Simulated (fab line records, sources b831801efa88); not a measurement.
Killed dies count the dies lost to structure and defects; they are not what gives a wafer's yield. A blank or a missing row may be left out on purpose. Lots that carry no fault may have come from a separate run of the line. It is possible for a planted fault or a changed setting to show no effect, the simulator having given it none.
Struck lot and sound lot, side by side | flow sky130 | 15 steps out of a route of 708
Sound: the wafers L578.2, L578.4, L578.5. Wafers L591.1, L591.4, L591.5 were the ones struck. At the end, the cause is stated.
For every step that has rows: the tool of each side, followed by ch and its chambers, followed by its first start. Under that, the readings that differ: sound wafers | struck wafers | difference of the means | sigmas: that difference in standard deviations of wafers without a fault.
alike: a reading whose means differ by less than 2 such deviations, as well as words and numbers matching on both sides. not compared: withheld readings; readings where some wafer has no value; bounds like >300 that might hide an equal value; numbers whose values overlap and for which the record gives no deviation.
A row with sigmas, a row that says differs or no value, or rows on one side alone: a step with any of these is where the two part. Numbers that don't overlap but have no deviation are shown without sigmas and don't part them. Lack of a reading on every wafer of one side parts them only where that side has two or more wafers.

first, 5 steps without rows for these wafers: SKY_LDD_N_COAT_02 (resist thk 300 nm); SKY_LDD_N_SOFTBAKE_03 (time 60 s); SKY_LDD_N_EXPOSE_04 (exposes mask NTM, target cd 840 nm); SKY_LDD_N_PEB_05; SKY_LDD_N_DEVELOP_06 (develop time 60 s).
SKY_LDD_N_OVL_MEAS_07:
  sound on overlay-01 at day 17 23:16; struck on overlay-02 at day 22 15:51
  alike: LDD_N_OVL
then, 6 steps without rows for these wafers: SKY_LDD_N_IMPLANT_08; SKY_LDD_N_IMPLANT_09; SKY_LDD_N_IMPLANT_10; SKY_LDD_N_IMPLANT_11; SKY_LDD_N_IMPLANT_12; SKY_LDD_N_IMPLANT_13.
SKY_LDD_N_IMPLANT_14:
  sound on implanter-01 ch 0, day 18 00:13; struck on implanter-01 ch 0, day 22 16:47
  reading            | sound                         | struck                        | difference | sigmas
  dose_ions_cm2      | 4.998e+12 5.002e+12 4.997e+12 | 3.701e+12 3.707e+12 3.709e+12 | -1.293e+12 | -99 or more
  faraday_current_uA | 27.4 28.2 27.9                | 20.6 20.6 21.1                | -7.1       | -12
next, for these wafers, 1 step has no rows: SKY_LDD_N_IMPLANT_15.
-- record jumps: 26 days separate the struck wafers' starts on either side; left off in module LDD_N, taken up again in module PAD_OPEN, whose first shown step is the route's number 708 --
SKY_PAD_OPEN_PROBE_99:
  sound on prober-01 at day 46 01:49; struck on prober-02 at day 48 22:26
  reading                                    | sound | struck               | difference | sigmas
  model.etest.nfet_01v8_swapped.vt_sat_v (V) | 0.652 | 0.6268 0.6304 0.6309 | -0.0226    |

== WHERE THEY PART ==
Only at SKY_LDD_N_IMPLANT_14, as far as this record shows.

WHY: what had been put in by the simulator
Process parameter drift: implanter-01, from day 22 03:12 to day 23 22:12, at SKY_LDD_N_IMPLANT_14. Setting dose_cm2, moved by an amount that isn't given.
